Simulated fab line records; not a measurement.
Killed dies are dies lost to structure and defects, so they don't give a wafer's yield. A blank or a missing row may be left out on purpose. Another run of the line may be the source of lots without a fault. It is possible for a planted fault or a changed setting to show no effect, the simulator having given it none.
2 desks, one fault || flow sky130 || each desk holds nothing but its own numbers, with what lay behind them at the end

== FROM THE METROLOGY DESK ==
What the gauges read, lot by lot, whatever tool the lot ran on: means of the sampled wafers that have a number. Marked OUT: a lot whose mean sits more than 4 standard deviations from the usual mean, which makes it out of limits; the brackets give that distance.
Columns: A = RES_XHIGH_TW at SKY_RES_XHIGH_TW_MEAS_09, usual 1652; B = RES_XHIGH_RS at SKY_SD_N_RS_MEAS_18, usual 332.9 ohm/sq
{"lot": "L104", "first seen here": "day 26 23:35", "A": 1654, "B": 334.3}
{"lot": "L107", "first seen here": "day 28 07:09", "A": 1651, "B": 334.0}
{"lot": "L109", "first seen here": "day 28 12:48", "A": 1656, "B": 334.1}
{"lot": "L111", "first seen here": "day 29 15:37", "A": 1634, "B": 334.3}
{"lot": "L114", "first seen here": "day 30 19:50", "A": "1557 (-9.6) OUT", "B": "386.4 (+36) OUT"}
{"lot": "L117", "first seen here": "day 31 12:17", "A": "1532 (-12) OUT", "B": "388.4 (+37) OUT"}
{"lot": "L122", "first seen here": "day 33 01:53", "A": 1655, "B": 333.8}
{"lot": "L123", "first seen here": "day 33 09:32", "A": 1659, "B": 332.8}
{"lot": "L125", "first seen here": "day 33 23:26", "A": 1657, "B": 332.1}
{"lot": "L126", "first seen here": "day 34 05:41", "A": 1644, "B": 331.7}
This desk's result: L114, L117 out of limits, first on L114 (RES_XHIGH_TW at SKY_RES_XHIGH_TW_MEAS_09), day 30 19:50. L104, L107, L109, L111, L122, L123, L125, L126: within limits.

== AT THE TOOL OWNER'S DESK: implanter-03 ==
The tool's own readings at SKY_RES_XHIGH_IMPLANT_07: means of the sampled wafers that have a number, for each lot that ran on this tool. Marked OUT: a lot whose mean sits more than 4 standard deviations from the usual mean, which makes it out of limits; the brackets give that distance.
Columns: A = beamOnS at SKY_RES_XHIGH_IMPLANT_07, usual 39.9 s; B = doseIonsCm2 at SKY_RES_XHIGH_IMPLANT_07, usual 3.6e+14
{"lot": "L109", "first seen here": "day 28 12:35", "A": 41.4, "B": 3.6e+14}
{"lot": "L114", "first seen here": "day 30 19:35", "A": 33.6, "B": "3.0e+14 (-99 or more) OUT"}
{"lot": "L117", "first seen here": "day 31 12:02", "A": 34.3, "B": "3.0e+14 (-99 or more) OUT"}
{"lot": "L125", "first seen here": "day 33 23:11", "A": 42.3, "B": 3.6e+14}
This desk's verdict: out of limits on L114, L117, starting with L114 at day 30 19:35 (doseIonsCm2 at SKY_RES_XHIGH_IMPLANT_07). L109, L125: within limits.

== TAKEN TOGETHER ==
An alarm could have come from the tool owner's desk at day 30 19:35, on L114, L117.
L114, L117 would have let the metrology desk raise an alarm at day 30 19:50.
All the named lots went through SKY_RES_XHIGH_IMPLANT_07 on implanter-03.

== WHAT THE SIMULATOR HAD INSERTED ==
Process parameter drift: implanter-03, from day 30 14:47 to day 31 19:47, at SKY_RES_XHIGH_IMPLANT_07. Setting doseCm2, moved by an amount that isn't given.
Struck lots among those shown: L114, L117.
Fault start to first reading out of limits, in hours, per desk: tool owner, 5; metrology, 5.
